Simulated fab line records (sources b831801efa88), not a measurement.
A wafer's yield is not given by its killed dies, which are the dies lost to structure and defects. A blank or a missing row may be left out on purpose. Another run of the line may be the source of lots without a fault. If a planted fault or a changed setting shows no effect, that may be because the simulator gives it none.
2 desks looking at one fault || flow sky130 || only its own numbers are on each desk; what lay behind them is given at the end

## AT THE METROLOGY DESK
Means of the sampled wafers that have a number, per lot and without regard to the tool the lot ran on: this is what the gauges read. Marked OUT: a lot whose mean sits more than 4 standard deviations from the usual mean, which makes it out of limits; the brackets give that distance.
Columns: A = PWDE_RS at SKY_NWELL_RS_MEAS_31, usual 5269 ohm/sq; B = VT_ADJUST_LVTN_01_OVL at SKY_VT_ADJUST_LVTN_OVL_MEAS_18, usual 0.8 nm
{"lot": "L895", "first seen here": "day 5 18:37", "A": 5265, "B": 1.1}
{"lot": "L904", "first seen here": "day 7 21:10", "A": 5270, "B": -0.6}
{"lot": "L905", "first seen here": "day 8 06:52", "A": 5287, "B": -0.9}
{"lot": "L907", "first seen here": "day 8 13:28", "A": 5276, "B": -1.3}
{"lot": "L908", "first seen here": "day 8 18:04", "A": 5269, "B": 0.7}
{"lot": "L910", "first seen here": "day 9 16:34", "A": 5291, "B": 1.9}
{"lot": "L911", "first seen here": "day 9 17:20", "A": 5304, "B": 1.6}
{"lot": "L912", "first seen here": "day 9 23:19", "A": 5255, "B": 1.7}
{"lot": "L914", "first seen here": "day 10 08:34", "A": 5254, "B": 2.7}
{"lot": "L915", "first seen here": "day 10 16:13", "A": 5279, "B": 0.8}
{"lot": "L917", "first seen here": "day 11 18:04", "A": 5292, "B": 0.7}
{"lot": "L916", "first seen here": "day 11 18:25", "A": 5257, "B": -1.5}
This desk's verdict: no lot among the 12 shows anything out of limits.

## AT THE TOOL OWNER'S DESK: plasma asher-03
The tool's own readings at SKY_VT_ADJUST_HVTR_STRIP_10 (strips in O2/N2): means of the sampled wafers that have a number, for each lot that ran on this tool. Marked OUT: a lot whose mean sits more than 4 standard deviations from the usual mean, which makes it out of limits; the brackets give that distance.
Columns: A = chamber pressure mTorr at SKY_VT_ADJUST_HVTR_STRIP_10, usual 1500.0 mTorr; B = drypump motor current A at SKY_VT_ADJUST_HVTR_STRIP_10, usual 6.0 A; C = oes product au at SKY_VT_ADJUST_HVTR_STRIP_10, usual 0.716 a.u.; D = strip time to endpoint s at SKY_VT_ADJUST_HVTR_STRIP_10, usual 14.16 s
{"lot": "L895", "first seen here": "day 9 20:22", "A": 1500.7, "B": 6.1, "C": 0.716, "D": 14.15}
{"lot": "L904", "first seen here": "day 12 14:13", "A": 1500.7, "B": 5.7, "C": "0.647 (-17) OUT", "D": "16.34 (+44) OUT"}
{"lot": "L905", "first seen here": "day 13 01:02", "A": 1499.3, "B": 6.1, "C": "0.648 (-16) OUT", "D": "16.41 (+45) OUT"}
This desk finds L904, L905 out of limits, L904 being first, at day 12 14:13 (oes product au at SKY_VT_ADJUST_HVTR_STRIP_10). L895 stayed within limits.

## PUT TOGETHER
An alarm could have come from the tool owner's desk at day 12 14:13, on L904, L905.
Nothing out of limits was seen by the metrology desk.
The metrology desk holds a record of L904, L905, inside its limits.
SKY_VT_ADJUST_HVTR_STRIP_10 was run on plasma asher-03 by each of the lots named.

## WHAT THE SIMULATOR HAD PUT IN
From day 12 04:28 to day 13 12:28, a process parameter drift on plasma asher-03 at SKY_VT_ADJUST_HVTR_STRIP_10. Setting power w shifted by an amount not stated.
Shown lots that were struck: L904, L905.
Each desk's first reading out of limits, in hours after the fault started: the tool owner's desk, 10.
